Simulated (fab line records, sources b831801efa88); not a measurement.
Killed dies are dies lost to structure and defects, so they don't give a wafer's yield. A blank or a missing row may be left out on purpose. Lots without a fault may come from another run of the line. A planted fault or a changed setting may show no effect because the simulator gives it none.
Which tool did it? | flow gf180mcu | 13 lots, 39 wafers sampled, at 4 steps of a route of 602

WHAT THE GAUGES READ, wafer by wafer
GF_STI_BOW_MEAS_00. Usual: INCOMING_BOW -1 um, standard deviation 6.7.
lot  | measured    | on            | INCOMING_BOW (um) | flag
L269 | day 1 10:01 | film_metro-04 | -13 7 -13         |
L270 | day 1 15:00 | film_metro-04 | 5 7 12            |
L271 | day 1 20:00 | film_metro-03 | -3 -6 2           |
L274 | day 2 11:02 | film_metro-04 | -10 -2 -2         |
L275 | day 2 16:01 | film_metro-04 | 8 -6 -6           |
L277 | day 3 02:01 | film_metro-03 | 8 -5 -4           |
L279 | day 3 12:01 | film_metro-04 | 1 4 3             |
L283 | day 4 08:00 | film_metro-01 | 1 -1 -7           |
L287 | day 5 04:04 | film_metro-04 | 4 12 0            |
L288 | day 5 09:00 | film_metro-03 | 5 -4 7            |
L289 | day 5 14:00 | film_metro-04 | -7 3 -6           |
L290 | day 5 19:00 | film_metro-04 | -9 3 3            |
L292 | day 6 05:01 | film_metro-03 | 2 -2 -3           |

GF_VT_IMPLANT_TW_MEAS_32. Usual: VT_IMPLANT_3_TW 268.8, standard deviation 2.7.
lot  | measured     | on            | VT_IMPLANT_3_TW   | flag
L269 | day 7 00:17  | film_metro-04 | 272.0 273.0 270.5 |
L270 | day 7 04:14  | film_metro-03 | 264.5 263.2 263.9 |
L271 | day 7 10:28  | film_metro-02 | 266.2 267.1 267.9 |
L274 | day 8 01:56  | film_metro-02 | 269.4 268.8 268.1 |
L275 | day 8 09:04  | film_metro-03 | 263.4 264.2 264.2 |
L277 | day 8 21:26  | film_metro-02 | 267.6 268.3 268.9 |
L279 | day 9 12:08  | film_metro-04 | 269.4 268.6 269.3 |
L283 | day 10 18:34 | film_metro-02 | 269.3 268.0 268.9 |
L287 | day 11 22:23 | film_metro-04 | 269.8 269.6 269.8 |
L288 | day 12 12:37 | film_metro-02 | 270.6 269.0 268.3 |
L289 | day 12 16:52 | film_metro-04 | 273.8 272.2 274.0 |
L290 | day 12 16:03 | film_metro-02 | 269.7 269.9 271.4 |
L292 | day 13 08:55 | film_metro-03 | 265.6 264.7 264.2 |

WHICH TOOL RAN EACH LOT (tool, then ch and the chambers of the sampled wafers, then the start)
lot  | GF_NWELL_COAT_02                 | GF_NWELL_STRIP_10
L269 | litho_track-02 ch 0, day 3 05:28 | plasma_asher-03 ch 0,1, day 3 12:28
L270 | litho_track-03 ch 0, day 3 08:59 | plasma_asher-02 ch 0,1, day 3 15:49
L271 | litho_track-03 ch 0, day 3 13:11 | plasma_asher-03 ch 0,1, day 3 20:43
L274 | litho_track-02 ch 0, day 4 02:59 | plasma_asher-03 ch 0,1, day 4 10:40
L275 | litho_track-01 ch 0, day 4 08:12 | plasma_asher-03 ch 0,1, day 4 16:02
L277 | litho_track-03 ch 0, day 4 19:25 | plasma_asher-03 ch 0,1, day 5 03:16
L279 | litho_track-01 ch 0, day 5 07:30 | plasma_asher-02 ch 0,1, day 5 14:31
L283 | litho_track-01 ch 0, day 6 07:55 | plasma_asher-02 ch 0,1, day 6 15:34
L287 | litho_track-01 ch 0, day 7 05:12 | plasma_asher-04 ch 0,1, day 7 13:31
L288 | litho_track-01 ch 0, day 7 16:01 | plasma_asher-03 ch 0,1, day 8 01:10
L289 | litho_track-03 ch 0, day 7 18:29 | plasma_asher-04 ch 1, day 8 03:04
L290 | litho_track-03 ch 0, day 7 17:50 | plasma_asher-02 ch 0,1, day 8 02:43
L292 | litho_track-02 ch 0, day 8 08:58 | plasma_asher-04 ch 0,1, day 8 18:25
- GF_NWELL_COAT_02: resist thk 3000 nm.
- GF_NWELL_STRIP_10: strips in O2/N2.

WHAT THE TOOLS THEMSELVES READ (means of the sampled wafers that have a number; where no wafer has one, the mark that the record gives instead)
GF_NWELL_COAT_02. Usual: resist_line_temp_C 23.02 C, standard deviation 0.11; spin_speed_rpm 1999.7 rpm, standard deviation 1.4.
lot  | tool           | resist_line_temp_C (C) | spin_speed_rpm (rpm) | flag
L269 | litho_track-02 | 22.99                  | 2000.5               |
L270 | litho_track-03 | 22.99                  | 2000.3               |
L271 | litho_track-03 | 23.07                  | 1997.9               |
L274 | litho_track-02 | 22.91                  | 2000.8               |
L275 | litho_track-01 | 23.03                  | 1999.2               |
L277 | litho_track-03 | 23.16                  | 2000.4               |
L279 | litho_track-01 | 22.98                  | 1999.7               |
L283 | litho_track-01 | 23.16                  | 2000.2               |
L287 | litho_track-01 | 23.00                  | 2056.3               | OFF
L288 | litho_track-01 | 23.03                  | 2059.0               | OFF
L289 | litho_track-03 | 22.97                  | 1999.5               |
L290 | litho_track-03 | 23.05                  | 2000.5               |
L292 | litho_track-02 | 22.86                  | 1998.1               |

GF_NWELL_STRIP_10. Usual: drypump_motor_current_A 5.82 A, standard deviation 0.16; heater_power_w 348 W, standard deviation 31; oes_product_au 0.722 a.u., standard deviation 0.0046; strip_time_to_endpoint_s 36.95 s, standard deviation 0.11.
lot  | tool            | drypump_motor_current_A (A) | heater_power_w (W) | oes_product_au (a.u.) | strip_time_to_endpoint_s (s) | flag
L269 | plasma_asher-03 | 5.76                        | 376                | 0.723                 | 36.90                        |
L270 | plasma_asher-02 | 5.66                        | 319                | 0.723                 | 36.99                        |
L271 | plasma_asher-03 | 5.77                        | 380                | 0.724                 | 36.98                        |
L274 | plasma_asher-03 | 5.76                        | 383                | 0.723                 | 36.88                        |
L275 | plasma_asher-03 | 5.77                        | 376                | 0.725                 | 37.01                        |
L277 | plasma_asher-03 | 5.76                        | 377                | 0.724                 | 37.07                        |
L279 | plasma_asher-02 | 5.73                        | 303                | 0.725                 | 36.92                        |
L283 | plasma_asher-02 | 5.65                        | 311                | 0.725                 | 36.91                        |
L287 | plasma_asher-04 | 5.95                        | 336                | 0.722                 | 36.41                        | OFF
L288 | plasma_asher-03 | 5.85                        | 385                | 0.719                 | 36.40                        | OFF
L289 | plasma_asher-04 | 6.07                        | 348                | 0.719                 | 36.81                        |
L290 | plasma_asher-02 | 5.72                        | 308                | 0.720                 | 36.76                        |
L292 | plasma_asher-04 | 5.97                        | 336                | 0.721                 | 36.98                        |

THE ANSWER, worked out from the rows above alone
Rule: a lot is off if the mean of its wafers that have a number lies more than 3 standard deviations from the usual mean. A lot without any number at a reading at which 4 lots or more have one is off too. The other lots that the step has rows for count as sound. The gauges are gone through in route order, then the tools' own readings, and for those a lot's mean is taken as printed above. The first step at which some lot is off is used, and at that step the reading that is off furthest; a lot without a number counts as furthest.
Off: L287, L288, at GF_NWELL_COAT_02 (spin_speed_rpm).
A tool fits if, at that step or a process step before it, it ran every lot that is off, and no sound lot after the first of them. One fits: litho_track-01 at GF_NWELL_COAT_02. Its last sound lot is L283 (day 6 07:55), its first lot that is off L287 (day 7 05:12): a fault that began between those two fits.
The tool's own readings at GF_NWELL_COAT_02 bear it out: on the lots that are off they differ by more than 5 times the standard deviation of the sound lots' means. spin_speed_rpm reads 2057.7 rpm there against 1999.7 rpm on the sound lots.

WHAT THE SIMULATOR HAD PUT IN
Process parameter drift: litho_track-01, from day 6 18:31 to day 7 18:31, at GF_NWELL_COAT_02. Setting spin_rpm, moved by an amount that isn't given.
Lots struck among those shown: L287, L288. The rule above found the same.
